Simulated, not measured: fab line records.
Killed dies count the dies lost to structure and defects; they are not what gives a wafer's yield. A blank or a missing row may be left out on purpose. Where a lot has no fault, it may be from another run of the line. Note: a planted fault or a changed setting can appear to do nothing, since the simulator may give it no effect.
Chamber matching    flow sky130    SKY_LI_CONTACT_CMP_24 on cmp-02 has 4 sister chambers
The step polishes, stops on PSG, t overpolish 20 s, target thk 0 nm. 16 wafers are shown with their chamber, then 8 later ones without.

== WAFERS, EACH WITH ITS CHAMBER ==
wafer   chamber  motor-current-A (A)  time-to-endpoint-s (s)  overpolish-run-s (s)
L313.1  0        11.8                 91                      19.995
L313.3  1        10.7                 92                      19.989
L313.6  2        11.5                 99                      20.007
L315.1  0        12.1                 99                      20.005
L315.4  1        10.6                 98                      20.004
L315.6  0        12.1                 100                     20.007
L317.1  3        12.4                 93                      19.992
L317.3  2        10.8                 100                     20.005
L317.6  0        11.7                 94                      19.994
L319.1  0        11.9                 92                      20.004
L319.2  2        11.1                 93                      19.990
L319.6  0        11.6                 92                      20.005
L320.3  2        11.0                 94                      19.994
L320.4  1        11.3                 92                      19.992
L320.5  3        11.9                 94                      20.007
L324.1  0        12.4                 89                      19.998

SIGNATURES (averages over the wafers above)
reading             chamber 0  chamber 1  chamber 2  chamber 3  scatter within a chamber
motor-current-A     11.943     10.867     11.100     12.150     0.307
time-to-endpoint-s  93.86      94.00      96.50      93.50      3.7
overpolish-run-s    20.00114   19.99500   19.99900   19.99950   0.00716
Rule: a wafer lies at a distance from a chamber equal to the root of the sum of squares, over the readings, of (its reading less the chamber's mean, divided by the reading's scatter). If the next closest chamber is less than 2 further off than the closest, the wafer can't be placed; otherwise it belongs to the closest. The scatter: take each reading less its chamber's mean, square it, sum over the shown wafers, divide by the number of wafers less the number of chambers, and take the root.

== WAFERS WITHOUT THEIR CHAMBER ==
wafer   motor-current-A (A)  time-to-endpoint-s (s)  overpolish-run-s (s)
L324.2  10.8                 97                      19.995
L324.3  11.6                 94                      19.996
L328.1  10.8                 87                      20.006
L328.2  11.9                 91                      19.997
L328.4  11.2                 96                      19.995
L334.2  11.5                 97                      19.994
L334.3  11.7                 92                      19.991
L334.6  11.8                 98                      19.987

== WHICH CHAMBER EACH WENT THROUGH ==
wafer   from the rows above                in truth
L324.2  can't be placed: 1 or 2            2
L324.3  can't be placed: 0 or 2 or 3 or 1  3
L328.1  can't be placed: 1 or 2 or 0       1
L328.2  can't be placed: 0 or 3            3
L328.4  can't be placed: 2 or 1 or 0       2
L334.2  can't be placed: 2 or 0 or 1 or 3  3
L334.3  can't be placed: 0 or 3 or 2 or 1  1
L334.6  can't be placed: 0 or 3 or 2 or 1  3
Placed correctly: 0 of 8. From these rows, 8 cannot be placed; in 8 the true chamber is one of the candidates. Number placed wrongly: 0.
